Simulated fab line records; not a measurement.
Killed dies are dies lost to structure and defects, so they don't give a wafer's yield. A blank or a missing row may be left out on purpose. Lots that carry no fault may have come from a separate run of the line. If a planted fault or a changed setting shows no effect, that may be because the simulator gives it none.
fab line records    flow gf180mcu
record: lots: 5  wafers: 15  last_day: 34
route steps=602 shown VT_IMPLANT@107
lots that met no fault: taken from a fault-free run of the same line
start_h: start of the lot's first displayed wafer, in hours after the record's first day    wait_h: hours since the lot's step before    " repeats the value in the row above    L1.1+2: a row that stands for several wafers    - no value present, or no start provided    * or withheld: withheld    < > ~ a bound
route shown NAME@n: a module of which the file shows steps, and the number in the route of the first    usual: the fault-free wafers' mean and standard deviation    same: alike in all rows    chamber/n: place in a boat    sites: the reading at each site    _std_site: the values' standard deviation    _edge_site: outer sites' mean less inner sites'    radius_mm: how far each site lies from the wafer's centre    mask NAME#n: copy n    behind: the most recent tool/chamber to have shaped the wafer    hold: why the lot went on hold/how many hours it stayed there/how the hold came to an end    device: transistor that didn't switch, given as n, p or np    end of line: tests of these same wafers at the route's end    where a step has no rows: the recipe by itself    killed: not the wafer's yield, but the dies lost to structure and defects at the first sort    map: shows each die of a wafer: x if killed, . if not, _ if none is there
set.NAME: the setting as run; set.NAME@STEP: as run at that earlier step    model.NAME: the simulator's own value behind a step, which no gauge read
lots seen at some steps along the route; tables by step, rows by wafer
services: the hour from which a tool's chamber was out of use, counted from the record's first day as start_h (under 0 if before that day), plus the number of hours and why
== steps ==
step: GF_VT_IMPLANT_DEVELOP_17
recipe: develop_time_s: 60  dev_temp_c: 24.04
lot.wafer   tool            chamber  start_h  wait_h
L079.2+3+5  litho_track-01  0        155.79   0.1
L083.3+4+5  litho_track-01  0        180.37   0.1
L086.2+3+5  litho_track-01  0        202.64   0.1
L092.1+3+4  litho_track-01  0        241.17   0.1
L097.2+5+6  litho_track-03  0        271.74   0.1
step: GF_VT_IMPLANT_OVL_MEAS_18
usual: VT_IMPLANT_01_OVL: -0.2/1.4
lot.wafer  tool        chamber  start_h  wait_h  VT_IMPLANT_01_OVL[nm]
L079.2     overlay-02  -        155.92   0.1     0.4
L079.3     "           -        "        "       -1.3
L079.5     "           -        "        "       0.3
L083.3     overlay-01  -        180.48   0.1     0.1
L083.4     "           -        "        "       -0.3
L083.5     "           -        "        "       -0.8
L086.2     overlay-02  -        202.77   0.1     1.0
L086.3     "           -        "        "       0.4
L086.5     "           -        "        "       -0.7
L092.1     overlay-02  -        241.32   0.1     1.8
L092.3     "           -        "        "       -0.5
L092.4     "           -        "        "       1.1
L097.2     overlay-02  -        271.87   0.1     0.8
L097.5     "           -        "        "       1.4
L097.6     "           -        "        "       2.2
step: GF_VT_IMPLANT_IMPLANT_19
recipe: species: As  energy_kev: 100  dose_cm2: 4.35e+12  tilt_deg: 7
usual: faraday_current_uA: 24.7/0.49
lot.wafer  tool          chamber  start_h  wait_h  faraday_current_uA
L079.2     implanter-01  0        155.98   0.0     25.0
L079.3     "             0        "        "       25.1
L079.5     "             0        "        "       24.5
L083.3     implanter-04  0        180.55   0.1     24.7
L083.4     "             0        "        "       24.8
L083.5     "             0        "        "       25.1
L086.2     implanter-02  0        202.83   0.0     23.8
L086.3     "             0        "        "       24.8
L086.5     "             0        "        "       24.7
L092.1     implanter-04  0        241.35   0.0     24.2
L092.3     "             0        "        "       24.8
L092.4     "             0        "        "       24.5
L097.2     implanter-01  0        271.92   0.0     25.3
L097.5     "             0        "        "       24.5
L097.6     "             0        "        "       25.3
step: GF_VT_IMPLANT_STRIP_20
recipe: chemistry: O2/N2  power_w: 1400  pressure_mtorr: 1500  platen_temp_c: 250  o2_flow_sccm: 3000  n2_flow_sccm: 300  overash_fraction: 0.5
usual: chamber_pressure_mTorr: 1499.8/1.4  drypump_motor_current_A: 5.8/0.49  heater_power_w: 332/28  o2_flow_sccm: 2999/9.6  oes_product_au: 0.716/0.0046  strip_time_to_endpoint_s: 12.62/0.035
lot.wafer  tool             chamber  start_h  wait_h  chamber_pressure_mTorr  drypump_motor_current_A  heater_power_w  o2_flow_sccm  oes_product_au  rf_hours_counter_h  strip_time_to_endpoint_s
L079.2     plasma_asher-04  1        156.10   0.1     1500.9                  6.2                      379             3005          0.719           38                  12.65
L079.3     "                1        "        "       1500.8                  6.1                      386             2988          0.716           -                   12.67
L079.5     "                1        "        "       1499.5                  6.1                      385             2997          0.719           -                   12.66
L083.3     plasma_asher-02  1        180.69   0.1     1500.1                  6.6                      310             2991          0.715           -                   12.60
L083.4     "                0        "        "       1499.6                  5.8                      349             3011          0.718           -                   12.59
L083.5     "                0        "        "       1499.6                  5.8                      347             2995          0.713           -                   12.56
L086.2     plasma_asher-02  0        202.95   0.1     1500.6                  5.8                      347             2994          0.725           58                  12.58
L086.3     "                1        "        "       1499.3                  6.7                      310             2999          0.711           -                   12.60
L086.5     "                1        "        "       1497.1                  6.7                      306             2997          0.716           -                   12.60
L092.1     plasma_asher-01  0        241.50   0.1     1502.0                  5.6                      340             2981          0.712           59                  12.58
L092.3     "                1        "        "       1500.7                  5.2                      302             3010          0.716           -                   12.64
L092.4     "                0        "        "       1497.4                  5.5                      332             2976          0.714           -                   12.67
L097.2     plasma_asher-02  0        272.05   0.1     1500.1                  5.8                      353             2995          0.712           66                  12.63
L097.5     "                1        "        "       1499.7                  6.7                      307             3011          0.720           -                   12.63
L097.6     "                0        "        "       1502.0                  5.8                      364             2991          0.709           -                   12.65
step: GF_VT_IMPLANT_TW_MEAS_21
usual: VT_IMPLANT_2_TW: 1222/7.2
lot.wafer  tool           chamber  start_h  wait_h  VT_IMPLANT_2_TW
L079.2     film_metro-03  -        156.21   0.1     1225
L079.3     "              -        "        "       1227
L079.5     "              -        "        "       1225
L083.3     film_metro-04  -        180.77   0.1     1213
L083.4     "              -        "        "       1211
L083.5     "              -        "        "       1211
L086.2     film_metro-01  -        203.06   0.1     1214
L086.3     "              -        "        "       1217
L086.5     "              -        "        "       1215
L092.1     film_metro-04  -        241.60   0.1     1213
L092.3     "              -        "        "       1216
L092.4     "              -        "        "       1219
L097.2     film_metro-04  -        272.16   0.1     1224
L097.5     "              -        "        "       1217
L097.6     "              -        "        "       1218
step: GF_VT_IMPLANT_DEHYDRATE_22
recipe: temp_c: 200  time_s: 60
lot.wafer   tool            chamber  start_h  wait_h
L079.2+3+5  litho_track-01  0        163.39   7.2
L083.3+4+5  litho_track-02  0        189.12   8.3
L086.2+3+5  litho_track-01  0        211.09   8.0
L092.1+3+4  litho_track-01  0        250.47   8.9
L097.2+5+6  litho_track-01  0        281.44   9.3
step: GF_VT_IMPLANT_HMDS_23
recipe: prime_time_s: 60  prime_temp_c: 120
lot.wafer   tool            chamber  start_h  wait_h
L079.2+3+5  litho_track-01  0        163.54   0.1
L083.3+4+5  litho_track-02  0        189.27   0.1
L086.2+3+5  litho_track-01  0        211.24   0.1
L092.1+3+4  litho_track-01  0        250.62   0.1
L097.2+5+6  litho_track-01  0        281.59   0.1
step: GF_VT_IMPLANT_COAT_24
recipe: resist: NOVOLAK  spin_rpm: 3000  resist_thk_nm: 1000
lot.wafer   tool            chamber  start_h  wait_h
L079.2+3+5  litho_track-01  0        163.69   0.1
L083.3+4+5  litho_track-02  0        189.42   0.1
L086.2+3+5  litho_track-01  0        211.39   0.1
L092.1+3+4  litho_track-01  0        250.77   0.1
L097.2+5+6  litho_track-01  0        281.74   0.1
step: GF_VT_IMPLANT_SOFTBAKE_25
recipe: temp_c: 90  time_s: 60  resist: NOVOLAK
lot.wafer   tool            chamber  start_h  wait_h
L079.2+3+5  litho_track-01  0        163.84   0.1
L083.3+4+5  litho_track-02  0        189.57   0.1
L086.2+3+5  litho_track-01  0        211.54   0.1
L092.1+3+4  litho_track-01  0        250.92   0.1
L097.2+5+6  litho_track-01  0        281.89   0.1
step: GF_VT_IMPLANT_EXPOSE_26
recipe: mask_id: LVPWELL_HV_AREA  target_cd_nm: 860  na: 0.6  source_shape: conventional  sigma_outer: 0.6  dose_mj: 140
same: sigma_outer: 0.6
lot.wafer   tool              chamber  start_h  wait_h  mask
L079.2+3+5  iline_stepper-02  0        -        -       LVPWELL_HV_AREA#0
L083.3+4+5  iline_stepper-02  0        -        -       LVPWELL_HV_AREA#0
L086.2+3+5  iline_stepper-01  0        -        -       LVPWELL_HV_AREA#0
L092.1+3+4  iline_stepper-02  0        -        -       LVPWELL_HV_AREA#0
L097.2+5+6  iline_stepper-02  0        -        -       LVPWELL_HV_AREA#0
step: GF_VT_IMPLANT_PEB_27
recipe: temp_c: withheld  time_s: *  resist: NOVOLAK
lot.wafer   tool            chamber  start_h  wait_h
L079.2+3+5  litho_track-03  0        -        -
L083.3+4+5  litho_track-02  0        -        -
L086.2+3+5  litho_track-01  0        -        -
L092.1+3+4  litho_track-01  0        -        -
L097.2+5+6  litho_track-01  0        -        -
step: GF_VT_IMPLANT_DEVELOP_28
recipe: develop_time_s: 60  dev_temp_c: 23
lot.wafer   tool            chamber  start_h  wait_h
L079.2+3+5  litho_track-03  0        171.89   0.1
L083.3+4+5  litho_track-02  0        197.22   0.1
L086.2+3+5  litho_track-01  0        219.94   0.1
L092.1+3+4  litho_track-01  0        259.67   0.1
L097.2+5+6  litho_track-01  0        291.64   0.1
step: GF_VT_IMPLANT_OVL_MEAS_29
usual: VT_IMPLANT_02_OVL: -0.8/1.1
lot.wafer  tool        chamber  start_h  wait_h  VT_IMPLANT_02_OVL[nm]
L079.2     overlay-02  -        172.02   0.1     -1.7
L079.3     "           -        "        "       -0.9
L079.5     "           -        "        "       -1.5
L083.3     overlay-02  -        197.33   0.1     -1.9
L083.4     "           -        "        "       -2.6
L083.5     "           -        "        "       -1.9
L086.2     overlay-01  -        220.07   0.1     -1.0
L086.3     "           -        "        "       0.5
L086.5     "           -        "        "       0.3
L092.1     overlay-02  -        259.82   0.1     -0.7
L092.3     "           -        "        "       -1.2
L092.4     "           -        "        "       -0.9
L097.2     overlay-02  -        291.77   0.1     2.1
L097.5     "           -        "        "       0.6
L097.6     "           -        "        "       -3.4
step: GF_VT_IMPLANT_IMPLANT_30
recipe: species: B  energy_kev: 25  dose_cm2: 2.534e+12  tilt_deg: 7
usual: faraday_current_uA: 14.29/0.27
lot.wafer  tool          chamber  start_h  wait_h  faraday_current_uA
L079.2     implanter-01  0        172.07   0.0     13.99
L079.3     "             0        "        "       14.00
L079.5     "             0        "        "       14.34
L083.3     implanter-01  0        197.40   0.1     14.78
L083.4     "             0        "        "       13.57
L083.5     "             0        "        "       13.98
L086.2     implanter-01  0        220.13   0.0     14.06
L086.3     "             0        "        "       14.23
L086.5     "             0        "        "       14.23
L092.1     implanter-01  0        259.85   0.0     14.16
L092.3     "             0        "        "       14.48
L092.4     "             0        "        "       13.86
L097.2     implanter-04  0        291.83   0.0     14.08
L097.5     "             0        "        "       14.60
L097.6     "             0        "        "       13.92
step: GF_VT_IMPLANT_STRIP_31
recipe: chemistry: O2/N2  power_w: 1400  pressure_mtorr: 1500  platen_temp_c: 250  o2_flow_sccm: 3000  n2_flow_sccm: 300  overash_fraction: 0.5
usual: chamber_pressure_mTorr: 1500.0/1.4  drypump_motor_current_A: 5.8/0.43  heater_power_w: 336/30  o2_flow_sccm: 3001/10  oes_product_au: 0.716/0.0047  strip_time_to_endpoint_s: 12.62/0.032
lot.wafer  tool             chamber  start_h  wait_h  chamber_pressure_mTorr  drypump_motor_current_A  heater_power_w  o2_flow_sccm  oes_product_au  rf_hours_counter_h  strip_time_to_endpoint_s
L079.2     plasma_asher-04  0        172.20   0.1     1500.4                  5.8                      324             2992          0.716           39                  12.64
L079.3     "                1        "        "       1499.0                  6.2                      399             3009          0.714           -                   12.64
L079.5     "                0        "        "       1498.2                  5.8                      329             2985          0.718           -                   12.59
L083.3     plasma_asher-01  0        197.54   0.1     1501.9                  5.6                      337             3016          0.719           -                   12.61
L083.4     "                1        "        "       1501.0                  5.2                      299             3007          0.722           -                   12.63
L083.5     "                0        "        "       1502.2                  5.6                      339             3019          0.720           -                   12.58
L086.2     plasma_asher-04  0        220.25   0.1     1500.0                  5.8                      336             3017          0.719           44                  12.59
L086.3     "                0        "        "       1500.7                  5.8                      325             3012          0.724           -                   12.58
L086.5     "                0        "        "       1498.2                  5.8                      319             3019          0.712           -                   12.59
L092.1     plasma_asher-01  1        260.00   0.1     1501.1                  5.2                      300             2991          0.716           61                  12.62
L092.3     "                1        "        "       1499.2                  5.2                      301             2988          0.712           -                   12.62
L092.4     "                0        "        "       1501.7                  5.6                      341             3006          0.716           -                   12.69
L097.2     plasma_asher-04  0        291.95   0.1     1497.5                  5.8                      330             2996          0.713           52                  12.68
L097.5     "                1        "        "       1498.6                  6.2                      375             2990          0.709           -                   12.68
L097.6     "                0        "        "       1500.0                  5.8                      318             2992          0.712           -                   12.67
step: GF_VT_IMPLANT_TW_MEAS_32
usual: VT_IMPLANT_3_TW: 270.2/1.6
lot.wafer  tool           chamber  start_h  wait_h  VT_IMPLANT_3_TW
L079.2     film_metro-01  -        172.31   0.1     270.4
L079.3     "              -        "        "       268.4
L079.5     "              -        "        "       267.1
L083.3     film_metro-03  -        197.62   0.1     273.1
L083.4     "              -        "        "       272.9
L083.5     "              -        "        "       271.8
L086.2     film_metro-03  -        220.36   0.1     271.1
L086.3     "              -        "        "       272.0
L086.5     "              -        "        "       270.5
L092.1     film_metro-03  -        260.10   0.1     270.7
L092.3     "              -        "        "       272.3
L092.4     "              -        "        "       271.2
L097.2     film_metro-04  -        292.06   0.1     268.1
L097.5     "              -        "        "       267.7
L097.6     "              -        "        "       267.7
step: GF_VT_IMPLANT_DEHYDRATE_33
recipe: temp_c: 200  time_s: 60
lot.wafer   tool            chamber  start_h  wait_h
L079.2+3+5  litho_track-01  0        179.59   7.3
L083.3+4+5  litho_track-02  0        206.12   8.5
L086.2+3+5  litho_track-01  0        228.74   8.4
L092.1+3+4  litho_track-02  0        268.71   8.6
L097.2+5+6  litho_track-01  0        301.24   9.2
step: GF_VT_IMPLANT_HMDS_34
recipe: prime_time_s: 60  prime_temp_c: 120
lot.wafer   tool            chamber  start_h  wait_h
L079.2+3+5  litho_track-01  0        179.74   0.1
L083.3+4+5  litho_track-02  0        206.27   0.1
L086.2+3+5  litho_track-01  0        228.89   0.1
L092.1+3+4  litho_track-02  0        268.86   0.1
L097.2+5+6  litho_track-01  0        301.39   0.1
step: GF_VT_IMPLANT_COAT_35
recipe: resist: NOVOLAK  spin_rpm: 3000  resist_thk_nm: 1000
lot.wafer   tool            chamber  start_h  wait_h
L079.2+3+5  litho_track-01  0        179.89   0.1
L083.3+4+5  litho_track-02  0        206.42   0.1
L086.2+3+5  litho_track-01  0        229.04   0.1
L092.1+3+4  litho_track-02  0        269.01   0.1
L097.2+5+6  litho_track-01  0        301.54   0.1
step: GF_VT_IMPLANT_SOFTBAKE_36
recipe: temp_c: 90  time_s: 60  resist: NOVOLAK
lot.wafer   tool            chamber  start_h  wait_h
L079.2+3+5  litho_track-01  0        180.04   0.1
L083.3+4+5  litho_track-02  0        206.57   0.1
L086.2+3+5  litho_track-01  0        229.19   0.1
L092.1+3+4  litho_track-02  0        269.16   0.1
L097.2+5+6  litho_track-01  0        301.69   0.1
== services ==
tool              chamber  start_h  hours  kind
iline_stepper-02  0        150.04   -      calibration
plasma_asher-04   -        157.80   1.8    repair
implanter-04      -        171.33   3.4    pm
implanter-01      -        188.22   8.9    pm
iline_stepper-01  -        189.39   1.7    pm
plasma_asher-04   -        191.20   8.5    repair
iline_stepper-02  -        199.25   1.7    pm
implanter-01      -        202.49   3.7    repair
litho_track-02    -        202.67   -      consumable_replace:filter
implanter-01      -        210.92   2.4    repair
implanter-04      -        212.81   4.1    repair
implanter-01      -        240.44   2.3    repair
implanter-02      -        241.01   0.8    repair
iline_stepper-02  -        253.13   10.2   repair
implanter-02      -        254.89   5.4    pm
plasma_asher-02   -        259.01   2.8    pm
implanter-01      -        272.16   0.8    repair
litho_track-03    -        278.11   -      consumable_replace:filter
iline_stepper-01  0        283.00   -      calibration
== key ==
fault none
